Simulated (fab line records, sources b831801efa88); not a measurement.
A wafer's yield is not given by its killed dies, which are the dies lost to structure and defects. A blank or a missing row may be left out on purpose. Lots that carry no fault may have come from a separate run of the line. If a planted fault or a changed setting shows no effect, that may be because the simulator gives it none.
Which tool did it? -- flow gf180mcu -- Sampling: 14 lots, 42 wafers, 4 of 602 route steps

## WHAT THE GAUGES READ, wafer by wafer
GF_V5_OVL_MEAS_15. Usual: V5_OVL typically reads 1 nm, with standard deviation 4.9.
lot,measured,on,V5_OVL (nm),flag
L500,day 27 02:33,overlay-02,-6 -3 -1,
L501,day 27 06:19,overlay-02,-3 5 -1,
L502,day 27 15:56,overlay-02,7 4 8,
L503,day 28 07:11,overlay-01,3 9 8,
L504,day 28 14:25,overlay-02,4 0 6,
L505,day 28 19:11,overlay-02,3 4 4,
L506,day 29 06:40,overlay-01,-8 -2 -13,
L507,day 29 09:37,overlay-01,-1 7 11,
L509,day 30 03:07,overlay-01,3 1 7,
L513,day 31 02:40,overlay-01,7 1 -2,
L519,day 32 15:13,overlay-02,2 -1 4,
L520,day 33 00:36,overlay-01,-2 -4 -3,
L522,day 33 09:40,overlay-02,-4 -4 9,
L523,day 33 10:42,overlay-01,3 -3 -3,

## WHAT TOOL EACH LOT RAN ON (gives the tool, then ch and the chambers of the sampled wafers, and finally the start)
lot,GF_M5_ETCH_09,GF_M5_STRIP_11,GF_V5_CMP_04
L500,"rieDiel-01 ch 2,3, day 26 04:37","plasmaAsher-01 ch 0,1, day 26 04:45","cmp-02 ch 1,2,3, day 26 05:44"
L501,"rieDiel-02 ch 2,3, day 26 07:57","plasmaAsher-03 ch 0,1, day 26 08:07","cmp-02 ch 0,1,2, day 26 09:08"
L502,"rieDiel-02 ch 1,2,3, day 26 18:38","plasmaAsher-03 ch 0,1, day 26 18:47","cmp-02 ch 1,2, day 26 19:35"
L503,"rieDiel-04 ch 1,3, day 27 10:26","plasmaAsher-04 ch 0,1, day 27 10:35","cmp-02 ch 0,1, day 27 11:23"
L504,"rieDiel-04 ch 1,2,3, day 27 17:51","plasmaAsher-01 ch 0,1, day 27 17:59","cmp-02 ch 0,1,3, day 27 18:51"
L505,"rieDiel-02 ch 1,2,3, day 27 22:23","plasmaAsher-03 ch 0,1, day 27 22:32","cmp-01 ch 0,2,3, day 27 23:26"
L506,"rieDiel-02 ch 0,1,2, day 28 10:28","plasmaAsher-01 ch 0,1, day 28 10:36","cmp-02 ch 0,1,2, day 28 11:26"
L507,"rieDiel-02 ch 0,1,3, day 28 13:16","plasmaAsher-04 ch 0,1, day 28 13:24","cmp-02 ch 1,2, day 28 14:28"
L509,"rieDiel-02 ch 0,2,3, day 29 07:09","plasmaAsher-03 ch 0,1, day 29 07:17","cmp-02 ch 0,1,2, day 29 08:07"
L513,"rieDiel-02 ch 0,1,2, day 30 07:59","plasmaAsher-01 ch 0,1, day 30 08:10","cmp-02 ch 1,2,3, day 30 08:56"
L519,"rieDiel-01 ch 0,2,3, day 31 21:12","plasmaAsher-04 ch 0,1, day 31 21:20","cmp-02 ch 1,2, day 31 22:11"
L520,"rieDiel-04 ch 1,2,3, day 32 07:13","plasmaAsher-03 ch 0, day 32 07:20","cmp-02 ch 0,2,3, day 32 08:14"
L522,"rieDiel-02 ch 1,2, day 32 16:20","plasmaAsher-03 ch 0,1, day 32 16:29","cmp-02 ch 0,1,2, day 32 17:20"
L523,"rieDiel-01 ch 2,3, day 32 17:28","plasmaAsher-03 ch 0,1, day 32 17:35","cmp-02 ch 0,2,3, day 32 18:37"
- GF_M5_ETCH_09: etches Si3N4 in CF4/O2, target depth 52 nm, time 11.6 s.
- GF_M5_STRIP_11: strips in O2/N2.
- GF_V5_CMP_04: polishes SiO2.

## WHAT THE TOOLS THEMSELVES READ (means of the sampled wafers that have a number; where no wafer has one, the mark that the record gives instead)
GF_M5_ETCH_09. Usual: drypumpMotorCurrentA 5.7 A, standard deviation 0.45; oesProductAu 0.997 a.u., standard deviation 0.011; throttleValvePct 5.969 %, standard deviation 0.0099.
lot,tool,drypumpMotorCurrentA (A),oesProductAu (a.u.),throttleValvePct (%),flag
L500,rieDiel-01,5.5,1.006,5.983,
L501,rieDiel-02,6.1,0.997,5.987,
L502,rieDiel-02,6.1,0.995,5.970,
L503,rieDiel-04,5.5,0.990,5.963,
L504,rieDiel-04,5.4,0.990,5.968,
L505,rieDiel-02,6.1,0.996,5.978,
L506,rieDiel-02,5.9,0.992,5.967,
L507,rieDiel-02,5.9,0.994,5.968,
L509,rieDiel-02,5.9,0.997,5.978,
L513,rieDiel-02,5.8,0.978,5.971,
L519,rieDiel-01,5.3,1.010,5.966,
L520,rieDiel-04,5.4,0.998,5.966,
L522,rieDiel-02,6.0,0.992,5.962,
L523,rieDiel-01,5.5,1.006,5.973,

GF_M5_STRIP_11. Usual: drypumpMotorCurrentA 5.30 A, standard deviation 0.28; heaterPowerW 325 W, standard deviation 16; oesProductAu 0.545 a.u., standard deviation 0.0049; stripTimeToEndpointS 7.57 s, standard deviation 0.039.
lot,tool,drypumpMotorCurrentA (A),heaterPowerW (W),oesProductAu (a.u.),stripTimeToEndpointS (s),flag
L500,plasmaAsher-01,5.21,331,0.542,7.54,
L501,plasmaAsher-03,5.30,314,0.545,7.56,
L502,plasmaAsher-03,5.36,319,0.545,7.55,
L503,plasmaAsher-04,5.25,343,0.544,7.56,
L504,plasmaAsher-01,5.22,327,0.547,7.60,
L505,plasmaAsher-03,5.30,315,0.549,7.56,
L506,plasmaAsher-01,5.17,332,0.542,7.56,
L507,plasmaAsher-04,5.63,353,0.544,7.53,
L509,plasmaAsher-03,5.27,320,0.544,7.56,
L513,plasmaAsher-01,5.24,329,0.549,7.64,
L519,plasmaAsher-04,5.24,348,0.546,7.57,
L520,plasmaAsher-03,5.22,311,0.542,7.58,
L522,plasmaAsher-03,5.28,317,0.544,7.62,
L523,plasmaAsher-03,5.29,314,0.544,7.56,

GF_V5_CMP_04. Usual: edgeZonePressureFrac 1.000, standard deviation 0.0045; headPressurePsi 4.001 psi, standard deviation 0.0083; motorCurrentA 12.2 A, standard deviation 0.97.
lot,tool,edgeZonePressureFrac,headPressurePsi (psi),motorCurrentA (A),flag
L500,cmp-02,0.998,4.004,12.3,
L501,cmp-02,1.004,4.007,12.9,
L502,cmp-02,0.999,4.003,12.7,
L503,cmp-02,0.996,4.011,12.0,
L504,cmp-02,0.999,3.998,12.1,
L505,cmp-01,0.996,4.000,12.5,
L506,cmp-02,-,-,-,OFF
L507,cmp-02,-,-,-,OFF
L509,cmp-02,1.002,4.000,12.9,
L513,cmp-02,1.002,3.996,12.4,
L519,cmp-02,1.002,3.998,12.8,
L520,cmp-02,1.003,3.997,12.1,
L522,cmp-02,1.002,4.002,12.6,
L523,cmp-02,1.002,3.995,12.1,

## THE ANSWER, worked out from the rows above alone
Rule: lot off if the mean of its wafers having a number is beyond 3 standard deviations from the usual mean. Also off: a lot with no number at a reading for which 4 or more lots have one. All remaining lots with rows at the step are treated as sound. Order of review: gauges by route order, followed by the tools' own readings, for which a lot's mean as printed above is used. The first step at which some lot is off is used, and at that step the reading that is off furthest; a lot without a number counts as furthest.
Off, at GF_V5_CMP_04 on edgeZonePressureFrac: L506, L507. Without a number there: L506, L507.
A tool fits if, at that step or a process step before it, it ran every lot that is off, and no sound lot after the first of them. Not one of the candidates tried fits.

## WHAT THE SIMULATOR PUT IN
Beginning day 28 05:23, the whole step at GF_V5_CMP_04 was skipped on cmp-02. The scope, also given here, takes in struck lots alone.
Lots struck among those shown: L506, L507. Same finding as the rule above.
